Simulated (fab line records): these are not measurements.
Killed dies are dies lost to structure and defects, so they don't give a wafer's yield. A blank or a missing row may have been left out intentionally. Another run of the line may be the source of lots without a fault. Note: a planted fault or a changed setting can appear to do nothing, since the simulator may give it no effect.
fab line records	flow sky130
record lots=11	wafers=33	last-day=50
route steps=708 shown POLY_CUT@316 SD_N@356 CAPM@537 METAL3@567 PAD_OPEN@708
lots that met no fault: from a run of the same line without faults
start-h: hours from the record's opening day to when the first of the lot's shown wafers began	wait-h: hours since the lot's step before	" same as the row above	L1.1+2: several wafers, shown together as one row	- no value, or no start was given	* or withheld: withheld	< > ~ a bound
route shown NAME@n: NAME is a module with steps in the file, n the number in the route of the first one	usual: mean/standard deviation of fault-free wafers	same: alike in all rows	chamber/n: place in a boat	sites: per-site readings	_std_site: how widely they spread, as a standard deviation	_edge_site: mean of outer sites minus mean of inner sites	radius-mm: how far each site lies from the wafer's centre	mask NAME#n: copy n	behind: the tool/chamber that last shaped the wafer	hold: why the lot was held/for how many hours/how that ended	device: which transistor (n, p or np) failed to switch	end of line: at the end of the route, the tests of the same wafers	a step with no rows: only its recipe	killed: dies lost to structure and defects at the first sort, not the wafer's yield	map: a wafer's dies, marking killed ones x, the rest . and places with no die _
set.NAME: the setting as run; set.NAME@STEP: as run at that earlier step	model.NAME: the simulator's own value behind a step, which no gauge read
steps of the route over a sample of lots; a table a step, a row a wafer
services: when a tool's chamber went out of use (start-h, in hours from the record's first day, below 0 if earlier), for how many hours, and the reason
## steps
# step SKY_POLY_CUT_OVL_MEAS_09
# usual POLY_CUT_OVL=-3/5.3
lot.wafer	tool	chamber	start-h	wait-h	POLY_CUT_OVL[nm]
L510.1	overlay-01	-	555.27	0.1	-2
L510.2	"	-	"	"	-1
L510.6	"	-	"	"	-3
L511.1	overlay-02	-	573.09	0.1	-4
L511.5	"	-	"	"	-1
L511.6	"	-	"	"	0
L512.1	overlay-02	-	580.63	0.1	-4
L512.3	"	-	"	"	-11
L512.6	"	-	"	"	-5
L514.1	overlay-01	-	595.37	0.1	-8
L514.3	"	-	"	"	-6
L514.5	"	-	"	"	-3
L515.2	overlay-01	-	608.38	0.1	6
L515.3	"	-	"	"	8
L515.6	"	-	"	"	8
L516.2	overlay-01	-	611.16	0.1	-8
L516.4	"	-	"	"	-5
L516.6	"	-	"	"	-5
L519.1	overlay-02	-	637.29	0.1	1
L519.3	"	-	"	"	6
L519.6	"	-	"	"	-2
L525.1	overlay-01	-	685.47	0.1	3
L525.5	"	-	"	"	-1
L525.6	"	-	"	"	-6
L528.2	overlay-01	-	714.94	0.1	-7
L528.4	"	-	"	"	-8
L528.6	"	-	"	"	-5
L529.1	overlay-01	-	726.49	0.1	-2
L529.3	"	-	"	"	-3
L529.5	"	-	"	"	1
L531.2	overlay-02	-	731.44	0.1	-2
L531.3	"	-	"	"	-6
L531.5	"	-	"	"	-1
# step SKY_POLY_CUT_STRIP_12
# recipe chemistry=O2/N2	power-w=1400	pressure-mtorr=1500	platen-temp-c=withheld	o2-flow-sccm=3000	n2-flow-sccm=300	overash-fraction=0.5
# usual drypump-motor-current-A=5.7/0.53	n2-flow-sccm=299.9/0.86	oes-product-au=0.452/0.0043	strip-time-to-endpoint-s=5.357/0.019
# same overash-fraction=0.5
lot.wafer	tool	chamber	start-h	wait-h	drypump-motor-current-A	n2-flow-sccm	oes-product-au	rf-hours-counter-h	strip-time-to-endpoint-s
L510.1	plasma-asher-01	0	555.39	0.0	6.4	299.7	0.455	82	5.338
L510.2	"	1	"	"	5.0	298.7	0.453	82	5.359
L510.6	"	1	"	"	5.0	299.6	0.448	-	5.360
L511.1	plasma-asher-04	1	573.21	0.0	5.2	299.5	0.455	14	5.378
L511.5	"	1	"	"	5.1	298.4	0.449	-	5.347
L511.6	"	0	"	"	6.2	299.6	0.453	-	5.339
L512.1	plasma-asher-02	0	580.75	0.0	6.1	301.4	0.454	73	5.358
L512.3	"	1	"	"	5.5	300.8	0.456	-	5.353
L512.6	"	1	"	"	5.4	301.2	0.451	-	5.359
L514.1	plasma-asher-01	0	595.49	0.0	6.4	301.3	0.450	86	5.359
L514.3	"	0	"	"	6.4	299.6	0.450	-	5.358
L514.5	"	0	"	"	6.4	300.7	0.453	-	5.378
L515.2	plasma-asher-02	1	608.49	0.0	5.4	299.4	0.446	76	5.338
L515.3	"	1	"	"	5.5	299.7	0.455	-	5.333
L515.6	"	1	"	"	5.4	299.5	0.460	-	5.347
L516.2	plasma-asher-04	0	611.28	0.0	6.1	299.3	0.444	18	5.388
L516.4	"	0	"	"	6.1	299.7	0.454	-	5.349
L516.6	"	1	"	"	5.2	301.9	0.453	-	5.359
L519.1	plasma-asher-02	1	637.41	0.0	5.4	299.3	0.452	78	5.388
L519.3	"	0	"	"	6.1	299.5	0.457	-	5.375
L519.6	"	1	"	"	5.5	298.4	0.452	-	5.403
L525.1	plasma-asher-04	0	685.59	0.0	6.1	300.0	0.450	26	5.376
L525.5	"	0	"	"	6.2	300.7	0.450	-	5.360
L525.6	"	1	"	"	5.2	300.4	0.448	-	5.361
L528.2	plasma-asher-01	0	715.06	0.0	6.4	299.3	0.456	99	5.375
L528.4	"	0	"	"	6.4	301.2	0.453	-	5.350
L528.6	"	1	"	"	5.0	301.6	0.448	-	5.352
L529.1	plasma-asher-01	1	726.61	0.0	5.0	299.9	0.452	101	5.363
L529.3	"	0	"	"	6.4	300.1	0.452	-	5.347
L529.5	"	0	"	"	6.4	300.4	0.449	-	5.356
L531.2	plasma-asher-02	1	731.56	0.0	5.4	299.1	0.456	86	5.355
L531.3	"	0	"	"	6.1	300.5	0.456	-	5.358
L531.5	"	1	"	"	5.5	299.9	0.452	-	5.346
# step SKY_SD_N_RTA_14
# recipe temp-c=1075	time-s=2	idle-temp-c=650	ramp-up-c-per-s=150	ramp-down-c-per-s=90	ambient=N2
# usual lamp-power-pct=15.74/0.053	wafer_temp_C_max=1078.2/1.3
lot.wafer	tool	chamber	start-h	wait-h	lamp-power-pct	wafer_temp_C_max
L510.1	rtp-anneal-02	0	644.34	0.0	15.72	1077.0
L510.2	"	0	"	"	15.79	1080.0
L510.6	"	0	"	"	15.65	1080.2
L511.1	rtp-anneal-01	0	661.30	0.0	15.74	1078.9
L511.5	"	0	"	"	15.75	1077.4
L511.6	"	0	"	"	15.83	1078.5
L512.1	rtp-anneal-02	0	667.23	0.0	15.78	1076.0
L512.3	"	0	"	"	15.70	1077.0
L512.6	"	0	"	"	15.74	1076.3
L514.1	rtp-anneal-02	0	683.49	0.0	15.76	1080.0
L514.3	"	0	"	"	15.77	1078.3
L514.5	"	0	"	"	15.80	1076.8
L515.2	rtp-anneal-01	0	695.34	0.0	15.74	1080.1
L515.3	"	0	"	"	15.75	1077.4
L515.6	"	0	"	"	15.79	1079.4
L516.2	rtp-anneal-01	0	697.65	0.0	15.66	1078.2
L516.4	"	0	"	"	15.81	1076.3
L516.6	"	0	"	"	15.68	1078.5
L519.1	rtp-anneal-02	0	721.83	0.0	15.70	1078.4
L519.3	"	0	"	"	15.68	1079.9
L519.6	"	0	"	"	15.74	1077.7
L525.1	rtp-anneal-02	0	764.46	0.0	15.75	1079.2
L525.5	"	0	"	"	15.77	1078.5
L525.6	"	0	"	"	15.68	1077.1
L528.2	rtp-anneal-02	0	793.74	0.0	15.70	1077.7
L528.4	"	0	"	"	15.74	1078.4
L528.6	"	0	"	"	15.75	1079.7
L529.1	rtp-anneal-02	0	805.17	0.0	15.64	1077.5
L529.3	"	0	"	"	15.74	1076.6
L529.5	"	0	"	"	15.83	1078.7
L531.2	rtp-anneal-02	0	809.84	0.0	15.84	1076.8
L531.3	"	0	"	"	15.78	1080.5
L531.5	"	0	"	"	15.68	1080.4
# step SKY_CAPM_CVD_00
# recipe material=SiO2	target-thk-nm=15.5	temp-c=400	time-s=withheld	rf-w=450
# usual heater-power-w=686/110	rf-fwd-power-W=441.3/2.3
lot.wafer	tool	chamber	start-h	wait-h	heater-power-w	rf-fwd-power-W
L510.1	pecvd-03	1	844.85	0.0	569	441.4
L510.2	"	2	"	"	601	447.3
L510.6	"	1	"	"	566	439.6
L511.1	pecvd-01	2	860.16	0.0	655	440.8
L511.5	"	1	"	"	637	441.8
L511.6	"	0	"	"	569	443.9
L512.1	pecvd-03	1	865.01	0.0	586	439.2
L512.3	"	2	"	"	574	444.9
L512.6	"	0	"	"	690	439.5
L514.1	pecvd-01	1	879.87	0.0	614	441.8
L514.3	"	2	"	"	630	440.8
L514.5	"	2	"	"	642	439.1
L515.2	pecvd-02	0	891.98	0.0	937	442.1
L515.3	"	1	"	"	811	440.1
L515.6	"	1	"	"	807	439.1
L516.2	pecvd-01	0	893.70	0.0	515	441.1
L516.4	"	0	"	"	529	443.2
L516.6	"	1	"	"	582	442.0
L519.1	pecvd-03	0	918.55	0.0	752	439.9
L519.3	"	1	"	"	597	442.0
L519.6	"	2	"	"	690	445.6
L525.1	pecvd-03	1	960.43	0.0	587	439.9
L525.5	"	2	"	"	693	445.0
L525.6	"	0	"	"	651	436.0
L528.2	pecvd-01	0	988.84	0.0	590	440.4
L528.4	"	0	"	"	600	440.9
L528.6	"	1	"	"	519	443.8
L529.1	pecvd-02	1	999.58	0.0	825	442.3
L529.3	"	2	"	"	798	443.5
L529.5	"	2	"	"	812	445.1
L531.2	pecvd-01	1	1004.44	0.0	569	442.1
L531.3	"	0	"	"	623	439.5
L531.5	"	1	"	"	555	439.3
# step SKY_CAPM_THK_MEAS_01
# recipe reads=SiO2_of_CAPM_CVD_00
# usual CAPM_CVD_00_THK=15.57/0.24
lot.wafer	tool	chamber	start-h	wait-h	CAPM_CVD_00_THK[nm]
L510.1	film-metro-01	-	844.87	-	15.80
L510.2	"	-	"	"	15.95
L510.6	"	-	"	"	15.91
L511.1	film-metro-02	-	860.18	-	15.37
L511.5	"	-	"	"	15.62
L511.6	"	-	"	"	15.58
L512.1	film-metro-02	-	865.03	-	15.40
L512.3	"	-	"	"	15.58
L512.6	"	-	"	"	15.67
L514.1	film-metro-02	-	879.89	-	15.45
L514.3	"	-	"	"	15.40
L514.5	"	-	"	"	15.86
L515.2	film-metro-02	-	892.01	-	15.43
L515.3	"	-	"	"	15.37
L515.6	"	-	"	"	15.39
L516.2	film-metro-04	-	893.73	-	15.62
L516.4	"	-	"	"	16.06
L516.6	"	-	"	"	15.93
L519.1	film-metro-04	-	918.58	-	15.32
L519.3	"	-	"	"	15.38
L519.6	"	-	"	"	15.66
L525.1	film-metro-01	-	960.45	-	15.58
L525.5	"	-	"	"	16.04
L525.6	"	-	"	"	27.90
L528.2	film-metro-04	-	988.87	-	15.45
L528.4	"	-	"	"	15.67
L528.6	"	-	"	"	15.62
L529.1	film-metro-02	-	999.60	-	15.51
L529.3	"	-	"	"	15.46
L529.5	"	-	"	"	15.79
L531.2	film-metro-04	-	1004.47	-	15.08
L531.3	"	-	"	"	15.49
L531.5	"	-	"	"	15.39
# step SKY_METAL3_ETCH_17
# recipe target=SiO2	stop-on=TiN	chemistry=C4F8/O2/Ar	source-w=1500	bias-w=1200	pressure-mtorr=40	c4f8-flow-sccm=withheld	O2_flow_sccm=6	Ar_flow_sccm=300	time-s=3.9	target-depth-a=150
# usual oes-product-au=0.756/0.0075	rf-fwd-power-W=1468/7.8
lot.wafer	tool	chamber	start-h	wait-h	oes-product-au	rf-fwd-power-W	rf-hours-counter-h
L510.1	rie-diel-03	1	899.24	0.1	0.761	1462	22
L510.2	"	2	"	"	0.769	1479	9
L510.6	"	0	"	"	0.762	1465	-
L511.1	rie-diel-02	0	913.55	0.1	0.753	1476	18
L511.5	"	0	"	"	0.763	1480	-
L511.6	"	1	"	"	0.758	1468	-
L512.1	rie-diel-04	1	919.14	0.1	0.752	1471	3
L512.3	"	2	"	"	0.760	1475	4
L512.6	"	2	"	"	0.758	1464	-
L514.1	rie-diel-02	3	933.81	0.1	0.752	1461	15
L514.3	"	1	"	"	0.754	1467	5
L514.5	"	3	"	"	0.766	1467	-
L515.2	rie-diel-03	1	946.49	0.1	0.753	1474	23
L515.3	"	2	"	"	0.751	1480	10
L515.6	"	2	"	"	0.753	1473	-
L516.2	rie-diel-04	0	947.44	0.1	0.764	1458	11
L516.4	"	2	"	"	0.768	1465	5
L516.6	"	3	"	"	0.758	1481	-
L519.1	rie-diel-04	3	971.74	0.1	0.757	1479	10
L519.3	"	2	"	"	0.746	1474	5
L519.6	"	2	"	"	0.766	1479	-
L525.1	rie-diel-02	1	1010.16	0.1	0.755	1462	9
L525.5	"	1	"	"	0.773	1461	-
L525.6	"	2	"	"	0.996	1472	-
L528.2	rie-diel-03	3	1034.99	0.1	0.752	1469	22
L528.4	"	2	"	"	0.761	1486	14
L528.6	"	0	"	"	0.753	1459	-
L529.1	rie-diel-02	1	1044.71	0.1	0.758	1467	9
L529.3	"	2	"	"	0.758	1459	10
L529.5	"	3	"	"	0.757	1466	-
L531.2	rie-diel-03	0	1050.19	0.1	0.746	1460	29
L531.3	"	3	"	"	0.757	1460	22
L531.5	"	2	"	"	0.751	1480	-
# step SKY_PAD_OPEN_PROBE_99
# usual defect-limited-yield=82.5/1.9	killed_at_M0_to_M3=42/7.4	killed_at_M4_up=3.4/1.8	killed-at-contacts=25/5.4	killed-at-front-end=15/4.4	killed-at-other=0.2/0.52	killed-dies=86/9.3	killed-open=47/7.6	killed-short=39/6.5
# same gross-dies=492	killed-at-back-side=0
lot.wafer	tool	chamber	start-h	wait-h	defect-limited-yield[%]	killed_at_M0_to_M3	killed_at_M4_up	killed-at-contacts	killed-at-front-end	killed-at-other	killed-dies	killed-open	killed-short
L510.1	prober-02	-	1076.16	0.1	83.9	43	2	20	14	0	79	49	30
L510.2	prober-02	-	1076.21	0.1	83.1	48	3	25	7	0	83	47	36
L510.6	prober-02	-	1076.41	0.2	82.7	38	6	28	12	1	85	44	41
L511.1	prober-01	-	1087.99	0.1	82.3	41	6	25	14	1	87	43	44
L511.5	prober-01	-	1088.19	0.2	84.8	48	4	15	8	0	75	37	38
L511.6	prober-01	-	1088.24	0.2	84.8	33	6	23	13	0	75	44	31
L512.1	prober-02	-	1090.45	0.1	84.8	37	3	17	18	0	75	33	42
L512.3	prober-02	-	1090.55	0.2	82.9	36	2	25	21	0	84	51	33
L512.6	prober-02	-	1090.70	0.2	81.5	40	7	30	13	1	91	54	37
L514.1	prober-02	-	1101.80	0.1	82.9	40	1	26	17	0	84	47	37
L514.3	prober-02	-	1101.90	0.2	81.9	40	1	28	20	0	89	50	39
L514.5	prober-02	-	1102.00	0.2	83.5	39	3	26	13	0	81	44	37
L515.2	prober-01	-	1112.17	0.1	83.7	44	1	18	17	0	80	40	40
L515.3	prober-01	-	1112.22	0.2	79.5	47	3	27	24	0	101	50	51
L515.6	prober-01	-	1112.37	0.2	79.5	43	3	38	17	0	101	61	40
L516.2	prober-02	-	1113.67	0.1	83.7	43	4	30	3	0	80	51	29
L516.4	prober-02	-	1113.77	0.2	81.9	42	3	27	17	0	89	44	45
L516.6	prober-02	-	1113.87	0.2	81.5	45	5	26	15	0	91	47	44
L519.1	prober-01	-	1132.85	0.1	84.6	38	2	24	11	1	76	45	31
L519.3	prober-01	-	1132.95	0.2	87.2	28	1	29	5	0	63	41	22
L519.6	prober-01	-	1133.10	0.2	85.8	41	4	12	11	2	70	33	37
L531.2	prober-02	-	1191.60	0.1	81.1	52	2	20	19	0	93	52	41
L531.3	prober-02	-	1191.65	0.2	83.9	44	3	18	14	0	79	45	34
L531.5	prober-02	-	1191.75	0.2	81.5	43	1	27	19	1	91	46	45
# killed by level:class
L510.1 VIA1:geometric-particle:open=13 VIA2:geometric-particle:open=7 CONTACT:geometric-particle:open=7 FIELD_ISO:geometric-particle:open=6 METAL2:geometric-particle:short=6 LI_CONTACT:geometric-particle:open=5 CONTACT:geometric-particle:short=4 VIA1:geometric-particle:short=4
L510.2 CONTACT:geometric-particle:open=11 VIA1:geometric-particle:open=9 LI_CONTACT:geometric-particle:open=8 METAL1:geometric-particle:short=8 VIA3:geometric-particle:open=7 METAL2:geometric-particle:short=6 VIA2:geometric-particle:open=6 FIELD_ISO:geometric-particle:open=5
L510.6 CONTACT:geometric-particle:open=14 METAL2:geometric-particle:short=10 VIA1:geometric-particle:open=7 CONTACT:geometric-particle:short=6 VIA3:geometric-particle:open=6 POLY_GATE:geometric-particle:open=5 POLY_GATE:geometric-particle:short=4 VIA1:geometric-particle:short=4
L511.1 CONTACT:geometric-particle:open=10 VIA1:geometric-particle:open=8 VIA2:geometric-particle:open=8 METAL2:geometric-particle:short=6 LI_CONTACT:geometric-particle:open=6 METAL1:geometric-particle:short=6 POLY_GATE:geometric-particle:short=5 VIA1:geometric-particle:short=5
L511.5 VIA1:geometric-particle:open=12 METAL1:geometric-particle:short=10 VIA1:geometric-particle:short=5 VIA2:geometric-particle:open=5 LI_CONTACT:geometric-particle:open=4 CONTACT:geometric-particle:short=4 CONTACT:geometric-particle:open=4 POLY_GATE:geometric-particle:open=3
L511.6 VIA1:geometric-particle:open=9 VIA3:geometric-particle:open=6 LI_CONTACT:geometric-particle:open=6 CONTACT:geometric-particle:open=6 CONTACT:geometric-particle:short=5 VIA2:geometric-particle:open=5 METAL1:geometric-particle:short=4 METAL4:geometric-particle:short=4
L512.1 METAL2:geometric-particle:short=8 VIA1:geometric-particle:open=7 POLY_GATE:geometric-particle:open=6 CONTACT:geometric-particle:short=6 VIA2:geometric-particle:open=5 LOCAL_INTERCONNECT:geometric-particle:short=4 VIA2:geometric-particle:short=4 SPACER:geometric-particle:open=3
L512.3 CONTACT:geometric-particle:open=10 VIA2:geometric-particle:open=8 FIELD_ISO:geometric-particle:open=6 POLY_GATE:geometric-particle:short=6 LOCAL_INTERCONNECT:geometric-particle:short=6 VIA1:geometric-particle:open=6 VIA3:geometric-particle:open=6 LOCAL_INTERCONNECT:geometric-particle:open=5
L512.6 CONTACT:geometric-particle:open=16 VIA1:geometric-particle:open=12 VIA3:geometric-particle:open=8 METAL1:geometric-particle:short=6 METAL4:geometric-particle:short=6 LI_CONTACT:geometric-particle:short=4 FIELD_ISO:geometric-particle:short=4 FIELD_ISO:geometric-particle:open=4
L514.1 CONTACT:geometric-particle:open=15 METAL1:geometric-particle:short=7 METAL2:geometric-particle:short=7 VIA1:geometric-particle:open=6 LI_CONTACT:geometric-particle:open=5 FIELD_ISO:geometric-particle:short=4 VIA3:geometric-particle:open=4 VIA3:geometric-particle:short=4
L514.3 LI_CONTACT:geometric-particle:open=12 VIA1:geometric-particle:open=11 CONTACT:geometric-particle:open=8 METAL2:geometric-particle:short=8 POLY_GATE:geometric-particle:short=6 VIA2:geometric-particle:open=6 FIELD_ISO:geometric-particle:short=5 VIA3:geometric-particle:open=5
L514.5 LI_CONTACT:geometric-particle:open=9 CONTACT:geometric-particle:open=7 VIA1:geometric-particle:open=7 LOCAL_INTERCONNECT:geometric-particle:short=6 METAL1:geometric-particle:short=6 VIA2:geometric-particle:open=6 VIA3:geometric-particle:open=5 FIELD_ISO:geometric-particle:short=4
L515.2 METAL1:geometric-particle:short=9 VIA1:geometric-particle:open=9 FIELD_ISO:geometric-particle:open=8 VIA3:geometric-particle:short=6 VIA1:geometric-particle:short=5 CONTACT:geometric-particle:open=5 LI_CONTACT:geometric-particle:open=4 LOCAL_INTERCONNECT:geometric-particle:short=4
L515.3 LI_CONTACT:geometric-particle:open=11 CONTACT:geometric-particle:open=11 FIELD_ISO:geometric-particle:short=9 METAL2:geometric-particle:short=9 VIA1:geometric-particle:short=7 VIA1:geometric-particle:open=7 VIA3:geometric-particle:open=7 METAL1:geometric-particle:short=5
L515.6 LI_CONTACT:geometric-particle:open=14 VIA1:geometric-particle:open=12 VIA3:geometric-particle:open=10 CONTACT:geometric-particle:short=8 CONTACT:geometric-particle:open=7 LOCAL_INTERCONNECT:geometric-particle:short=5 VIA2:geometric-particle:open=5 METAL1:geometric-particle:short=4
L516.2 LI_CONTACT:geometric-particle:open=11 VIA1:geometric-particle:open=11 CONTACT:geometric-particle:open=9 CONTACT:geometric-particle:short=7 VIA3:geometric-particle:open=7 METAL2:geometric-particle:short=6 VIA2:geometric-particle:open=6 VIA1:geometric-particle:short=4
L516.4 CONTACT:geometric-particle:short=9 VIA1:geometric-particle:open=9 VIA3:geometric-particle:open=8 CONTACT:geometric-particle:open=7 VIA1:geometric-particle:short=7 POLY_GATE:geometric-particle:open=5 LI_CONTACT:geometric-particle:open=5 METAL2:geometric-particle:short=5
L516.6 VIA2:geometric-particle:open=10 VIA1:geometric-particle:open=8 CONTACT:geometric-particle:open=7 LI_CONTACT:geometric-particle:open=6 METAL2:geometric-particle:short=6 LOCAL_INTERCONNECT:geometric-particle:short=5 CONTACT:geometric-particle:short=5 POLY_GATE:geometric-particle:short=4
L519.1 CONTACT:geometric-particle:open=14 VIA3:geometric-particle:open=8 METAL1:geometric-particle:short=6 VIA2:geometric-particle:open=6 FIELD_ISO:geometric-particle:short=5 VIA1:geometric-particle:open=5 METAL2:geometric-particle:short=5 LI_CONTACT:geometric-particle:open=4
L519.3 CONTACT:geometric-particle:open=13 LI_CONTACT:geometric-particle:open=8 VIA1:geometric-particle:open=4 VIA2:geometric-particle:short=4 VIA2:geometric-particle:open=4 METAL1:geometric-particle:open=3 LOCAL_INTERCONNECT:geometric-particle:short=3 CONTACT:geometric-particle:short=3
L519.6 VIA1:geometric-particle:open=8 METAL2:geometric-particle:short=6 VIA3:geometric-particle:short=6 CONTACT:geometric-particle:open=5 METAL1:geometric-particle:short=4 VIA3:geometric-particle:open=4 VIA2:geometric-particle:short=4 POLY_GATE:geometric-particle:open=3
L531.2 VIA1:geometric-particle:open=11 POLY_GATE:geometric-particle:open=7 LI_CONTACT:geometric-particle:open=7 METAL2:geometric-particle:short=7 VIA2:geometric-particle:open=7 CONTACT:geometric-particle:open=6 VIA1:geometric-particle:short=6 POLY_GATE:geometric-particle:short=5
L531.3 LI_CONTACT:geometric-particle:open=9 VIA2:geometric-particle:open=8 VIA1:geometric-particle:open=8 FIELD_ISO:geometric-particle:short=6 METAL2:geometric-particle:short=6 VIA1:geometric-particle:short=5 VIA3:geometric-particle:open=5 POLY_GATE:geometric-particle:open=4
L531.5 VIA3:geometric-particle:open=14 LI_CONTACT:geometric-particle:open=8 VIA1:geometric-particle:open=8 POLY_GATE:geometric-particle:short=7 CONTACT:geometric-particle:open=7 LI_CONTACT:geometric-particle:short=5 CONTACT:geometric-particle:short=5 VIA1:geometric-particle:short=5
## services
tool	chamber	start-h	hours	kind
plasma-asher-02	-	566.97	3.0	repair
rie-diel-02	3	573.55	7.1	repair
rie-diel-03	2	581.72	10.2	repair
rie-diel-03	-	589.16	2.8	pm
rie-diel-03	2	609.82	13.0	repair
rie-diel-03	2	647.91	5.4	repair
pecvd-03	-	664.22	1.1	repair
rie-diel-03	3	670.57	3.2	repair
plasma-asher-02	-	674.19	8.3	repair
rie-diel-03	3	683.70	2.6	repair
plasma-asher-02	-	684.45	14.6	pm
pecvd-03	-	684.64	3.1	repair
rtp-anneal-02	-	696.96	4.6	pm
pecvd-03	0	710.48	12.5	repair
pecvd-01	2	716.67	14.8	repair
plasma-asher-01	-	733.75	9.0	pm
plasma-asher-02	-	748.52	5.9	repair
pecvd-03	2	750.98	2.6	repair
rie-diel-03	1	765.21	4.5	repair
rie-diel-03	0	796.95	8.5	repair
pecvd-03	-	835.54	1.1	repair
rie-diel-03	0	839.57	15.2	repair
pecvd-01	-	1018.94	2.0	repair
pecvd-01	-	1044.62	2.8	pm
## key
first-sign step=SKY_CAPM_THK_MEAS_01	reading=CAPM_CVD_00_THK	direction=up	sigmas=51	usual=15.57	struck=27.90
effect step=SKY_METAL3_ETCH_17	reading=oes-product-au	direction=up	sigmas=32	usual=0.756	struck=0.996
met-at SKY_CAPM_CVD_00
struck-lots L525
struck-wafers L525.6
not-acting-at SKY_POLY_CUT_OVL_MEAS_09,SKY_POLY_CUT_STRIP_12,SKY_SD_N_RTA_14
onset-between 918.55 960.43
fault kind=process-parameter-drift	tool=pecvd-03	chamber=-	onset-h=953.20	steps=SKY_CAPM_CVD_00	channel=target-thk-nm	offset=12.042	shape=step	end-h=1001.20	scope=struck-wafers-only	acts-in=these-recipes-only	stated=15.5
